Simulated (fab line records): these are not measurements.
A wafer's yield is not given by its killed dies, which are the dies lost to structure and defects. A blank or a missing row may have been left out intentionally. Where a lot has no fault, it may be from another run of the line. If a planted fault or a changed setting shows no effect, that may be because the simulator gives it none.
A lot that was struck, set against a sound lot :: flow sky130 :: 20 steps out of a route of 708
Sound: the wafers L605.1, L605.3, L605.4. Wafers L619.2, L619.5 were the ones struck. Last of all comes the cause.
Each step with rows lists, per side, the tool, then ch with its chambers, then its first start. Under that, the readings that differ: sound wafers :: struck wafers :: difference of the means :: sigmas: that difference in standard deviations of wafers without a fault.
alike: readings whose means differ by less than 2 such deviations, and words and numbers that are the same on both sides. not compared: withheld readings, readings that some wafer has no value for, bounds like >300 that may hide the same value, and numbers for which the record gives no deviation and whose values overlap.
Wherever a step has rows on one side only, a row that says differs or no value, or a row with sigmas, the two part there. Numbers that have no deviation but don't overlap get no sigmas and don't part them. Lack of a reading on every wafer of one side parts them only where that side has two or more wafers.

first, 4 steps without rows for these wafers: SKY_METAL1_STRIP_21 (strips in post etch residue remover, time 1200 s); SKY_METAL1_CLEAN_22 (cleans in IPA, time 180 s); SKY_METAL1_CLEAN_23 (cleans in O3/DIW); SKY_VIA1_HDPCVD_00 (deposits SiO2, target thk 1030 nm, time 171.7 s).
SKY_VIA1_THK_MEAS_01:
  sound on film metro-01 at day 33 23:38; struck on film metro-02 at day 38 06:24
  alike: VIA1_HDPCVD_THK
SKY_VIA1_CMP_02: polishes SiO2.
  sound on cmp-02 ch 1,2,3, day 33 23:42; struck on cmp-02 ch 1,2, day 38 06:34
  alike: motor current A
SKY_VIA1_BOW_MEAS_03:
  sound on film metro-01 at day 34 00:00; struck on film metro-01 at day 38 06:47
  alike: VIA1_BOW
then, 5 steps without rows for these wafers: SKY_VIA1_DEHYDRATE_04 (time 60 s); SKY_VIA1_HMDS_05 (prime time 60 s); SKY_VIA1_COAT_06 (resist thk 60 nm); SKY_VIA1_COAT_07 (resist thk 450 nm); SKY_VIA1_SOFTBAKE_08 (time 90 s).
SKY_VIA1_EXPOSE_09: exposes mask VIM, target cd 150 nm.
  sound on krf scanner-01 ch 0, day 34 13:25; struck on krf scanner-01 ch 0, day 38 19:31
  alike: mask, exposure dose mJ cm2
then, 2 steps without rows for these wafers: SKY_VIA1_PEB_10; SKY_VIA1_DEVELOP_11 (develop time 60 s).
SKY_VIA1_CD_MEAS_12: the cd target is 150 nm.
  sound on cd sem-02 at day 35 02:47; struck on cd sem-01 at day 39 08:37
reading: cd nm (nm)
sound: 150.4 151.0 150.9
struck: 115.4 117.8
difference: -34.2
sigmas: -18
SKY_VIA1_OVL_MEAS_13:
  sound on overlay-02 at day 35 02:55; struck on overlay-01 at day 39 08:43
  alike: VIA1_OVL
SKY_VIA1_ETCH_14: etches BARC in N2/H2, stops on SiO2, time 45.9 s, target depth 60 nm.
  sound on rie diel-04 ch 1,2,3, day 35 02:57; struck on rie diel-04 ch 0, day 39 08:45
reading: drypump motor current A (A)
sound: 6.0 6.7 6.4
struck: 4.9 4.9
difference: -1.5
sigmas: -2

reading: model.VIA1.cd nm (nm)
sound: 151.1 151.1 151.1
struck: 116.2 118.6
difference: -33.7
sigmas: 
  alike: oes product au, throttle valve pct
  not compared: rf hours counter h
SKY_VIA1_ETCH_15: etches SiO2 in C4F8/O2/Ar, stops on TiN, target depth 351 nm, time 54 s.
  sound on rie diel-04 ch 1,2,3, day 35 02:59; struck on rie diel-04 ch 0, day 39 08:47
  alike: oes product au
  not compared: rf hours counter h
-- the record jumps here: 11 days lie between the struck wafers' starts before and after (it left off in module VIA1 and takes up again in module PAD_OPEN, whose first step shown is number 708 of the route) --
SKY_PAD_OPEN_PROBE_99:
  sound on prober-01 at day 47 01:29; struck on prober-02 at day 50 03:44
reading: defect limited yield (%)
sound: 81.9 83.5 84.1
struck: 1.0 13.6
difference: -75.9
sigmas: -42

reading: killed_at_M0_to_M3
sound: 49 33 35
struck: 438 384
difference: +372
sigmas: +54

reading: killed dies
sound: 89 81 78
struck: 487 425
difference: +373
sigmas: +42

reading: killed on rim
sound: 18 10 12
struck: 96 87
difference: +78
sigmas: +22

reading: sort_bin_5_function (%)
sound: 9.3 9.6 9.1
struck: 91.9 77.8
difference: +75.5
sigmas: +54

reading: sort n pass
sound: 403 411 414
struck: 5 67
difference: -373
sigmas: -42

reading: sort yield pct (%)
sound: 81.9 83.5 84.1
struck: 1.0 13.6
difference: -75.9
sigmas: -42
  alike: killed_at_M4_up, killed at contacts, killed at front end, killed at other, killed open, killed short, sort_bin_3_pad_short, sort_bin_6_memory

== WHERE THEY PART ==
Earliest at SKY_VIA1_CD_MEAS_12; latest, in this record, at SKY_PAD_OPEN_PROBE_99.

WHY: whatever the simulator had introduced
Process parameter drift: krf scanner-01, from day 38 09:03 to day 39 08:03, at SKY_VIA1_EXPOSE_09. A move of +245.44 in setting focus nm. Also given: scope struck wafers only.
